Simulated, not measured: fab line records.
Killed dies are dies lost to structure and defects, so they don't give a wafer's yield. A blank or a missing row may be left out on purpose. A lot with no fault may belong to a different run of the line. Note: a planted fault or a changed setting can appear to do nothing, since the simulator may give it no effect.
Which tool is to blame? + flow gf180mcu + 14 lots with 42 wafers sampled at 4 steps, on a route of 602 steps

== WHAT THE GAUGES READ, wafer by wafer ==
GF_VT_IMPLANT_RS_MEAS_49: uses a four-point probe to measure.
| lot  | measured     | on            | MVPSD_RS (ohm/sq) |
|------|--------------|---------------|-------------------|
| L489 | day 7 13:03  | film metro-01 | 1165 1163 1166    |
| L490 | day 7 18:55  | film metro-04 | 1165 1165 1167    |
| L491 | day 8 01:52  | film metro-03 | 1168 1166 1169    |
| L492 | day 8 08:18  | film metro-03 | 1169 1170 1169    |
| L494 | day 8 23:41  | film metro-01 | 1160 1165 1164    |
| L496 | day 9 14:36  | film metro-04 | 1167 1164 1163    |
| L498 | day 10 04:04 | film metro-01 | 1162 1159 1166    |
| L502 | day 11 09:44 | film metro-03 | 1163 1171 1169    |
| L503 | day 11 13:53 | film metro-03 | 1175 1176 1174    |
| L504 | day 11 22:53 | film metro-04 | 1171 1172 1173    |
| L508 | day 12 23:25 | film metro-04 | 1165 1166 1165    |
| L509 | day 13 08:35 | film metro-04 | 1165 1158 1164    |
| L510 | day 13 13:26 | film metro-03 | 1171 1167 1169    |
| L512 | day 14 03:23 | film metro-03 | 1169 1169 1167    |

GF_DUAL_GATE_OVL_MEAS_11.
| lot  | measured     | on         | DUAL_GATE_OVL (nm) |
|------|--------------|------------|--------------------|
| L489 | day 8 07:10  | overlay-01 | 0.4 0.9 1.7        |
| L490 | day 8 13:34  | overlay-01 | 2.8 1.6 0.0        |
| L491 | day 8 22:07  | overlay-02 | -1.2 -2.5 -3.2     |
| L492 | day 9 03:14  | overlay-01 | -1.8 -1.7 -0.1     |
| L494 | day 9 19:13  | overlay-01 | 2.8 1.7 -0.1       |
| L496 | day 10 10:02 | overlay-02 | -2.1 -2.2 -2.4     |
| L498 | day 11 00:49 | overlay-01 | 1.5 -1.3 1.0       |
| L502 | day 12 06:34 | overlay-01 | 0.0 -0.5 -0.7      |
| L503 | day 12 10:53 | overlay-02 | -1.1 -0.2 -0.6     |
| L504 | day 12 20:32 | overlay-02 | -0.1 1.0 0.3       |
| L508 | day 13 21:41 | overlay-01 | 2.8 1.9 -0.1       |
| L509 | day 14 07:23 | overlay-02 | 1.5 1.1 1.9        |
| L510 | day 14 11:40 | overlay-02 | -1.9 -0.3 -3.0     |
| L512 | day 15 02:49 | overlay-01 | -0.1 3.1 2.6       |

== WHAT TOOL EACH LOT RAN ON (gives the tool, then ch and the chambers of the sampled wafers, and finally the start) ==
| lot  | GF_STI_WET_ETCH_26             | GF_VT_IMPLANT_RTA_45             |
|------|--------------------------------|----------------------------------|
| L489 | wet bench-02 ch 1, day 2 05:24 | rtp anneal-02 ch 0, day 7 12:35  |
| L490 | wet bench-02 ch 1, day 2 09:01 | rtp anneal-02 ch 0, day 7 18:27  |
| L491 | wet bench-03 ch 0, day 2 15:01 | rtp anneal-02 ch 0, day 8 01:24  |
| L492 | wet bench-02 ch 0, day 2 18:44 | rtp anneal-02 ch 0, day 8 07:50  |
| L494 | wet bench-01 ch 2, day 3 06:19 | rtp anneal-01 ch 0, day 8 23:13  |
| L496 | wet bench-03 ch 0, day 3 17:47 | rtp anneal-02 ch 0, day 9 14:08  |
| L498 | wet bench-01 ch 2, day 4 02:20 | rtp anneal-01 ch 0, day 10 03:37 |
| L502 | wet bench-03 ch 2, day 5 01:58 | rtp anneal-01 ch 0, day 11 09:16 |
| L503 | wet bench-03 ch 3, day 5 03:11 | rtp anneal-02 ch 0, day 11 13:26 |
| L504 | wet bench-01 ch 0, day 5 10:47 | rtp anneal-01 ch 0, day 11 22:26 |
| L508 | wet bench-02 ch 2, day 6 06:19 | rtp anneal-02 ch 0, day 12 22:58 |
| L509 | wet bench-01 ch 2, day 6 11:22 | rtp anneal-01 ch 0, day 13 08:07 |
| L510 | wet bench-02 ch 0, day 6 15:40 | rtp anneal-02 ch 0, day 13 12:59 |
| L512 | wet bench-02 ch 0, day 7 02:32 | rtp anneal-01 ch 0, day 14 02:56 |
- GF_STI_WET_ETCH_26: etches SiO2 in dHF, target depth 94 nm, time 188 s.
- GF_VT_IMPLANT_RTA_45: time 30 s.

== AS READ BY THE TOOLS THEMSELVES (means over the sampled wafers that have a number; for cases with no such wafer, the mark the record gives instead) ==
GF_STI_WET_ETCH_26.
| lot  | tool         | run length s (s) |
|------|--------------|------------------|
| L489 | wet bench-02 | 212.5            |
| L490 | wet bench-02 | 213.4            |
| L491 | wet bench-03 | 220.0            |
| L492 | wet bench-02 | 215.3            |
| L494 | wet bench-01 | 222.8            |
| L496 | wet bench-03 | 212.5            |
| L498 | wet bench-01 | 214.6            |
| L502 | wet bench-03 | 169.2            |
| L503 | wet bench-03 | 170.3            |
| L504 | wet bench-01 | 214.0            |
| L508 | wet bench-02 | 222.4            |
| L509 | wet bench-01 | 214.0            |
| L510 | wet bench-02 | 214.7            |
| L512 | wet bench-02 | 214.6            |

GF_VT_IMPLANT_RTA_45.
| lot  | tool          | anneal temp c max | lamp power pct (%) | wafer_temp_C_max |
|------|---------------|-------------------|--------------------|------------------|
| L489 | rtp anneal-02 | 1055.0            | 41                 | 1056.8           |
| L490 | rtp anneal-02 | 1055.3            | 41                 | 1056.0           |
| L491 | rtp anneal-02 | 1054.3            | 41                 | 1055.6           |
| L492 | rtp anneal-02 | 1054.4            | 41                 | 1058.0           |
| L494 | rtp anneal-01 | 1054.3            | 29                 | 1054.1           |
| L496 | rtp anneal-02 | 1056.1            | 41                 | 1055.9           |
| L498 | rtp anneal-01 | 1053.7            | 29                 | 1055.8           |
| L502 | rtp anneal-01 | 1054.0            | 29                 | 1053.6           |
| L503 | rtp anneal-02 | 1054.3            | 41                 | 1055.8           |
| L504 | rtp anneal-01 | 1054.0            | 29                 | 1054.5           |
| L508 | rtp anneal-02 | 1055.7            | 41                 | 1056.4           |
| L509 | rtp anneal-01 | 1053.9            | 29                 | 1053.4           |
| L510 | rtp anneal-02 | 1056.9            | 41                 | 1055.1           |
| L512 | rtp anneal-01 | 1054.1            | 29                 | 1053.2           |

== THE ANSWER, worked out from the rows above alone ==
Rule: usual is defined by the lots themselves. The widest of any qualifying gaps counts: lots, ordered by their means at a reading, are off when they make up no more than a third of the lots, leave a main group of 4 or more, and stand apart from it by 3 or more times the standard deviation of that group's means. If all means in a main group match to the digits the tables above print for the reading, that group is not used. A lot without any number at a reading at which 4 lots or more have one is off too. The other lots that the step has rows for count as sound. Order of review: gauges by route order, followed by the tools' own readings, for which a lot's mean as printed above is used. The first step at which some lot is off is used, and at that step the reading that is off furthest; a lot without a number counts as furthest.
Off: L502, L503 (GF_STI_WET_ETCH_26, run length s). For the main group the mean is 215.9 s and the standard deviation 3.5.
If a tool, at that step or one of the process steps before it, ran each lot that is off and ran no sound lot following the first of them, it fits. One fits: GF_STI_WET_ETCH_26 on wet bench-03. A fault onset in the window from L496 (day 3 17:47, its last sound lot) to L502 (day 5 01:58, its first lot off) fits.
The tool's own readings at GF_STI_WET_ETCH_26 bear it out: on the lots that are off they differ by more than 5 times the standard deviation of the sound lots' means. run length s reads 169.8 s there against 215.9 s on the sound lots.

== WHAT THE SIMULATOR PUT IN ==
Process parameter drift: wet bench-03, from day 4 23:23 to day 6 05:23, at GF_STI_WET_ETCH_26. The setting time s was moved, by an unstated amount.
Struck lots among those shown: L502, L503. This agrees with what the rule above found.
